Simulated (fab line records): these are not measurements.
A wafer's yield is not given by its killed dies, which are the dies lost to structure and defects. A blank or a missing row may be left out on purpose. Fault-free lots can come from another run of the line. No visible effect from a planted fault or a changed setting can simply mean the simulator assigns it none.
Chamber matching :: flow gf180mcu :: GF_V4_CMP_04 on cmp-01: 4 sister chambers
The step polishes SiO2. 4 wafers are shown with their chamber, then 12 later ones without.

== EACH WAFER AND ITS CHAMBER ==
wafer: L081.4
chamber: 1
motor-current-A (A): 13.5

wafer: L082.1
chamber: 3
motor-current-A (A): 12.0

wafer: L087.1
chamber: 2
motor-current-A (A): 11.9

wafer: L087.5
chamber: 0
motor-current-A (A): 14.0

== WAFERS MISSING THEIR CHAMBER ==
wafer: L091.1
motor-current-A (A): 12.9

wafer: L091.3
motor-current-A (A): 13.4

wafer: L091.5
motor-current-A (A): 12.9

wafer: L094.1
motor-current-A (A): 12.8

wafer: L094.4
motor-current-A (A): 11.9

wafer: L094.6
motor-current-A (A): 12.0

wafer: L095.1
motor-current-A (A): 12.8

wafer: L095.2
motor-current-A (A): 12.8

wafer: L095.6
motor-current-A (A): 12.1

wafer: L097.3
motor-current-A (A): 12.0

wafer: L097.4
motor-current-A (A): 13.2

wafer: L097.5
motor-current-A (A): 12.7

== EACH ONE'S CHAMBER ==
wafer: L091.1
from the rows above: can't be placed: 1 or 3 or 2 or 0
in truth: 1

wafer: L091.3
from the rows above: can't be placed: 1 or 0
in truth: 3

wafer: L091.5
from the rows above: can't be placed: 1 or 3 or 2 or 0
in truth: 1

wafer: L094.1
from the rows above: can't be placed: 1 or 3 or 2 or 0
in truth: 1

wafer: L094.4
from the rows above: can't be placed: 2 or 3
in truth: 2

wafer: L094.6
from the rows above: can't be placed: 3 or 2
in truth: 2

wafer: L095.1
from the rows above: can't be placed: 1 or 3 or 2 or 0
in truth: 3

wafer: L095.2
from the rows above: can't be placed: 1 or 3 or 2 or 0
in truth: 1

wafer: L095.6
from the rows above: can't be placed: 3 or 2
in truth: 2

wafer: L097.3
from the rows above: can't be placed: 3 or 2
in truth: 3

wafer: L097.4
from the rows above: can't be placed: 1 or 0 or 3
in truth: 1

wafer: L097.5
from the rows above: can't be placed: 3 or 2 or 1 or 0
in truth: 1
Correct placement for 0 of the 12. Unplaceable from these rows: 12, with the true chamber sitting among the candidates in 11. Wrongly placed: 0.
How it was worked out, from the rows above alone: a wafer's distance from a chamber is the root of the sum, over the readings, of the square of ((its reading less the chamber's mean) divided by the reading's scatter). If the next closest chamber is less than 2 further off than the closest, the wafer can't be placed; otherwise it belongs to the closest. For every chamber, the mean is computed from those of its wafers that are shown. The scatter: with one shown wafer a chamber, the root of the mean of the squares of how far each hidden wafer lies from its nearest shown one.
